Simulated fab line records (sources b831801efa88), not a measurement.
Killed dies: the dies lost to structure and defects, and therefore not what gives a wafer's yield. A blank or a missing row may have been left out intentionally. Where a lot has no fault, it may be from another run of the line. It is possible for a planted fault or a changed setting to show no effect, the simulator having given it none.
Chamber matching | flow sky130 | pecvd-04 running SKY_CONTACT_CVD_00: 3 sister chambers
The step deposits Si3N4, target thk 75 nm. 3 wafers are shown with their chamber, then 10 later ones without.

== WAFERS PAIRED WITH THEIR CHAMBERS ==
wafer  | chamber | heaterPowerW (W)
L083.3 | 0       | 643
L086.2 | 2       | 663
L086.4 | 1       | 691

== WAFERS MISSING THEIR CHAMBER ==
wafer  | heaterPowerW (W)
L086.6 | 631
L087.1 | 702
L087.2 | 652
L087.3 | 653
L090.1 | 638
L090.4 | 635
L090.5 | 662
L093.3 | 728
L093.4 | 712
L093.5 | 696

== EACH ONE'S CHAMBER ==
wafer  | from the rows above          | in truth
L086.6 | can't be placed: 0 or 2      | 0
L087.1 | can't be placed: 1 or 2      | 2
L087.2 | can't be placed: 0 or 2 or 1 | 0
L087.3 | can't be placed: 0 or 2 or 1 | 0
L090.1 | can't be placed: 0 or 2      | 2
L090.4 | can't be placed: 0 or 2      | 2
L090.5 | can't be placed: 2 or 0 or 1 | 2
L093.3 | can't be placed: 1 or 2      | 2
L093.4 | can't be placed: 1 or 2      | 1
L093.5 | can't be placed: 1 or 2      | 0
Placed correctly: 0 of 10. Cannot be placed on the basis of these rows: 10; the candidates contain the true chamber in 9. Placed wrongly: 0.
How it was worked out, from the rows above alone: a wafer's distance from a chamber is the root of the sum, over the readings, of the square of ((its reading less the chamber's mean) divided by the reading's scatter). If the next closest chamber is less than 2 further off than the closest, the wafer can't be placed; otherwise it belongs to the closest. For every chamber, the mean is computed from those of its wafers that are shown. The scatter: with one shown wafer a chamber, the root of the mean of the squares of how far each hidden wafer lies from its nearest shown one.
